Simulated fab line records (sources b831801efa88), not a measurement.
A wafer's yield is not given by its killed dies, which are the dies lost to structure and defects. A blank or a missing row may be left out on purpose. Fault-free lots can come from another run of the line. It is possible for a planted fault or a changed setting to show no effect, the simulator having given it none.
2 desks looking at one fault ; flow gf180mcu ; numbers are kept per desk, each desk with only its own; the story behind them comes last

## AT THE METROLOGY DESK
Lot by lot, what the gauges showed, no matter which tool ran the lot: averages of those sampled wafers that carry a number. The brackets show how far a lot's mean lies from the usual mean; more than 4 standard deviations puts the lot out of limits, marked OUT.
Columns: A = MIM_ALCU_THK at GF_MIM_THK_MEAS_11, usual 200.4 nm; B = M5_OVL at GF_M5_OVL_MEAS_08, usual 2 nm
lot;first seen here;A;B
L152;day 24 21:04;200.7;-0
L155;day 26 00:31;203.8;-2
L156;day 26 01:19;202.4;4
L157;day 26 15:31;198.0;7
L159;day 27 03:50;199.4;-1
L165;day 29 02:14;197.9;2
L169;day 30 07:11;196.2;2
L170;day 30 09:23;200.6;-1
L171;day 30 15:42;198.7;5
L172;day 31 01:01;201.7;4
L173;day 31 03:49;202.3;1
L174;day 31 09:59;201.9;6
This desk found nothing out of limits on any of the 12 lots.

## THE TOOL OWNER'S DESK: rieDiel-03
The tool's own readings at GF_M5_ETCH_09 (etches Si3N4 in CF4/O2, target depth 52 nm, time 11.6 s): means of the sampled wafers that have a number, for each lot that ran on this tool. The brackets show how far a lot's mean lies from the usual mean; more than 4 standard deviations puts the lot out of limits, marked OUT.
Columns: A = drypumpMotorCurrentA at GF_M5_ETCH_09, usual 5.60 A; B = oesProductAu at GF_M5_ETCH_09, usual 0.993 a.u.; C = rfFwdPowerW at GF_M5_ETCH_09, usual 785 W; D = throttleValvePct at GF_M5_ETCH_09, usual 5.968 %
lot;first seen here;A;B;C;D
L156;day 27 18:56;5.66;0.983;785;5.970
L169;day 31 19:05;5.84;0.955;788;5.948
This desk found nothing out of limits on any of the 2 lots.

## PUT TOGETHER
At the metrology desk, nothing out of limits was observed.
The desk of the tool owner found nothing out of limits.

## WHAT THE SIMULATOR HAD INSERTED
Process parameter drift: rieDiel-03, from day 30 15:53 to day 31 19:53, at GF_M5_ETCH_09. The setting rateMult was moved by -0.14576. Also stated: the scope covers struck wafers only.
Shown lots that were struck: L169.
